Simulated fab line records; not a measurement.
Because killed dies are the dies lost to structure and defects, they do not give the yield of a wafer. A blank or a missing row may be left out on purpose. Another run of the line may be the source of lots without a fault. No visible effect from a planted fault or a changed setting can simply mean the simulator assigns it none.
Matching of chambers -- flow sky130 -- SKY_VIA4_ETCH_12 on rie_diel-01 has 4 sister chambers
The step etches SiO2 in C4F8/O2/Ar, stops on TiN, target depth 580 nm. 14 wafers are shown with their chamber, then 7 later ones without.

== WAFERS PAIRED WITH THEIR CHAMBERS ==
wafer,chamber,oes_product_au (a.u.)
L808.1,0,0.920
L808.2,3,0.925
L808.6,0,0.925
L809.1,0,0.923
L809.3,3,0.922
L809.6,2,0.923
L812.1,2,0.930
L812.2,1,0.922
L812.6,3,0.923
L814.1,1,0.922
L814.3,3,0.925
L814.5,0,0.924
L820.4,3,0.924
L820.5,3,0.930

SIGNATURES (means of the wafers above)
reading,chamber 0,chamber 1,chamber 2,chamber 3,scatter within a chamber
oes_product_au,0.92300,0.92200,0.92650,0.92483,0.00278
Rule: a wafer's distance from a chamber is the root of the sum, over the readings, of the square of ((its reading less the chamber's mean) divided by the reading's scatter). If the next closest chamber is less than 2 further off than the closest, the wafer can't be placed; otherwise it belongs to the closest. How the scatter is found: for the shown wafers, subtract from each reading the mean of its chamber, square and add these, divide the total by (wafers less chambers), then take the root.

== WAFERS WITHOUT THEIR CHAMBER ==
wafer,oes_product_au (a.u.)
L820.6,0.928
L823.3,0.926
L823.4,0.928
L823.6,0.920
L827.1,0.931
L827.2,0.921
L827.4,0.933

== WHICH CHAMBER EACH WENT THROUGH ==
wafer,from the rows above,in truth
L820.6,can't be placed: 2 or 3 or 0 or 1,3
L823.3,can't be placed: 2 or 3 or 0 or 1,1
L823.4,can't be placed: 2 or 3 or 0 or 1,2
L823.6,can't be placed: 1 or 0 or 3 or 2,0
L827.1,can't be placed: 2 or 3 or 0 or 1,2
L827.2,can't be placed: 1 or 0 or 3 or 2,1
L827.4,can't be placed: 2 or 3 or 0 or 1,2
0 of 7 placed correctly. Can't be placed from these rows: 7 (the true chamber is among the candidates in 7). Number placed wrongly: 0.
